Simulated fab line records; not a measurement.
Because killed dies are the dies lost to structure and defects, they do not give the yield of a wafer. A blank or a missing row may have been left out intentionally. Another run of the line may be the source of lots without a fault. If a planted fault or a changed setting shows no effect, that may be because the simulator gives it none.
What tool caused it? ; flow gf180mcu ; 6 lots, 18 wafers sampled, at 2 steps of a route of 602

## WHAT THE GAUGES SHOWED, per wafer
GF_V3_THK_MEAS_01.
lot;measured;on;V3_CVD_00_THK (nm)
L967;day 21 07:22;filmMetro-01;598 593 597
L970;day 22 15:49;filmMetro-03;614 604 605
L972;day 23 12:44;filmMetro-02;593 596 589
L977;day 25 13:16;filmMetro-01;602 593 594
L980;day 26 10:07;filmMetro-02;897 587 607
L982;day 27 01:01;filmMetro-03;887 592 888

## TOOL THAT RAN EACH LOT (tool first, then ch and the chambers of the sampled wafers, then the start)
lot;GF_V3_CVD_00
L967;hdpcvd-01 ch 0,1,2, day 21 07:18
L970;hdpcvd-02 ch 0,2, day 22 15:44
L972;hdpcvd-01 ch 0,1, day 23 12:40
L977;hdpcvd-01 ch 1,2, day 25 13:11
L980;hdpcvd-02 ch 0,1,2, day 26 10:02
L982;hdpcvd-02 ch 0,1, day 27 00:56
- GF_V3_CVD_00: deposits SiO2, target thk 600 nm, time 100 s.

## THE ANSWER, worked out from the rows above alone
Rule: what is usual is taken from the lots themselves. Put in order of their means at a reading, lots are off if they are a third of the lots or fewer, leave a main group of 4 or more, and stand apart from it by a gap of 3 or more times the standard deviation of the main group's means; of several such gaps the widest counts. Not used: any main group whose means are identical at the precision the tables above print for the reading. Also off: a lot with no number at a reading for which 4 or more lots have one. All remaining lots with rows at the step are treated as sound.
Off: L980, L982, seen at GF_V3_THK_MEAS_01 (V3_CVD_00_THK). The main group has a mean of 598 nm with a standard deviation of 5.7.
If a tool, at a process step before that reading, ran all the lots that are off and no sound lot after the first of them, it fits. The gauges at GF_V3_THK_MEAS_01 are tried like those tools. One fits: GF_V3_CVD_00 on hdpcvd-02. Its last sound lot is L970 (day 22 15:44), its first lot that is off L980 (day 26 10:02): a fault that began between those two fits.

## WHAT THE SIMULATOR PUT IN
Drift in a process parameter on hdpcvd-02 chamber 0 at GF_V3_CVD_00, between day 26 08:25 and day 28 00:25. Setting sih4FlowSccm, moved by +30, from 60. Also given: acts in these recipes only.
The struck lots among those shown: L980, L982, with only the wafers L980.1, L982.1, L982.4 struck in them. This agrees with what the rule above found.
